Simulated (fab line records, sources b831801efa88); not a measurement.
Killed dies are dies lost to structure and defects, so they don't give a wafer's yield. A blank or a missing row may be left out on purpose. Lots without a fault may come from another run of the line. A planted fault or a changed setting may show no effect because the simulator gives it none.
Which tool did it? | flow gf180mcu | 6 lots, 18 wafers sampled, at 1 step of a route of 602

WHAT THE GAUGES READ, wafer by wafer
GF_HV_LDD_OVL_MEAS_08.
lot  | measured     | on         | HV_LDD_OVL (nm)
L352 | day 11 02:39 | overlay-01 | 3.5 3.6 3.2
L358 | day 12 21:52 | overlay-01 | -1.1 -2.5 0.4
L365 | day 15 03:56 | overlay-01 | 0.7 0.5 -1.7
L368 | day 16 02:58 | overlay-02 | 0.2 0.8 -0.2
L370 | day 16 12:36 | overlay-02 | 2.5 0.8 1.7
L372 | day 17 03:52 | overlay-02 | 1.3 3.4 2.7

WHICH TOOL RAN EACH LOT (tool, then ch and the chambers of the sampled wafers, then the start)
The record holds no process step before these readings.

THE ANSWER, worked out from the rows above alone
Rule: what is usual is taken from the lots themselves. Put in order of their means at a reading, lots are off if they are a third of the lots or fewer, leave a main group of 4 or more, and stand apart from it by a gap of 3 or more times the standard deviation of the main group's means; of several such gaps the widest counts. A main group whose means are all the same, to the digits that the tables above print for the reading, isn't used. A lot without any number at a reading at which 4 lots or more have one is off too. The other lots that the step has rows for count as sound.
No lot is off at any reading shown: from this, nothing can be told.

WHAT THE SIMULATOR HAD PUT IN
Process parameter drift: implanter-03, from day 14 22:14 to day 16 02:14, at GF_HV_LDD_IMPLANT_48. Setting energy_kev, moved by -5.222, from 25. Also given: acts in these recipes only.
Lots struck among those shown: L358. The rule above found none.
